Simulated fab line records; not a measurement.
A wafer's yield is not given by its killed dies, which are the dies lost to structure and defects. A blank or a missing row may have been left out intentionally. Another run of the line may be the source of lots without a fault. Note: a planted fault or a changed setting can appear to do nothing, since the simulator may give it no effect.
One fault through the eyes of 2 desks ; flow sky130 ; each desk holds nothing but its own numbers, with what lay behind them at the end

== DESK OF THE TOOL OWNER: rieDiel-01 ==
The tool's own readings at SKY_CONTACT_ETCH_18 (etches Si3N4 in CHF3/O2, stops on TiN, time 39 s, target depth 75 nm): means of the sampled wafers that have a number, for each lot that ran on this tool. Marked OUT: a lot whose mean sits more than 4 standard deviations from the usual mean, which makes it out of limits; the brackets give that distance.
Columns: A = drypumpMotorCurrentA at SKY_CONTACT_ETCH_18, usual 5.7 A; B = oesProductAu at SKY_CONTACT_ETCH_18, usual 0.858 a.u.; C = throttleValvePct at SKY_CONTACT_ETCH_18, usual 8.794 %
lot;first seen here;A;B;C
L704;day 35 04:00;5.8;0.846;8.796
L710;day 36 15:00;5.3;0.852;8.787
This desk's verdict: no lot among the 2 shows anything out of limits.

== METROLOGY DESK ==
What the gauges read, lot by lot, whatever tool the lot ran on: means of the sampled wafers that have a number. Marked OUT: a lot whose mean sits more than 4 standard deviations from the usual mean, which makes it out of limits; the brackets give that distance. Readings shown: 7 of its 8, picked as those furthest out on some lot.
Columns: A = cdNm at SKY_CONTACT_CD_MEAS_14, usual 170.3 nm; B = CONTACT_OVL at SKY_CONTACT_OVL_MEAS_15, usual -5 nm; C = CONTACT_W_RS at SKY_CONTACT_RS_MEAS_25, usual 0.339 ohm/sq; D = CONTACT_W_THK at SKY_CONTACT_THK_MEAS_26, usual 331 nm; E = METAL1_ALCU_RS at SKY_METAL1_RS_MEAS_05, usual 0.1264 ohm/sq; F = cdNm at SKY_METAL1_CD_MEAS_15, usual 139.8 nm; G = METAL1_OVL at SKY_METAL1_OVL_MEAS_16, usual 6 nm
lot;first seen here;A;B;C;D;E;F;G
L701;day 34 18:10;171.7;-1;0.337;334;0.1259;141.3;6
L703;day 34 18:32;172.1;-1;0.341;327;0.1257;142.6;12
L702;day 34 23:19;169.6;-12;0.335;332;0.1267;137.1;7
L704;day 35 04:29;170.7;-2;0.346;322;0.1279;141.0;3
L710;day 36 15:22;170.9;-5;0.337;336;0.1252;138.3;1
This desk's verdict: no lot among the 5 shows anything out of limits.

== ALL TOGETHER ==
Nothing out of limits was seen by the tool owner's desk.
Nothing out of limits was seen by the metrology desk.

== WHAT WAS PUT IN BY THE SIMULATOR ==
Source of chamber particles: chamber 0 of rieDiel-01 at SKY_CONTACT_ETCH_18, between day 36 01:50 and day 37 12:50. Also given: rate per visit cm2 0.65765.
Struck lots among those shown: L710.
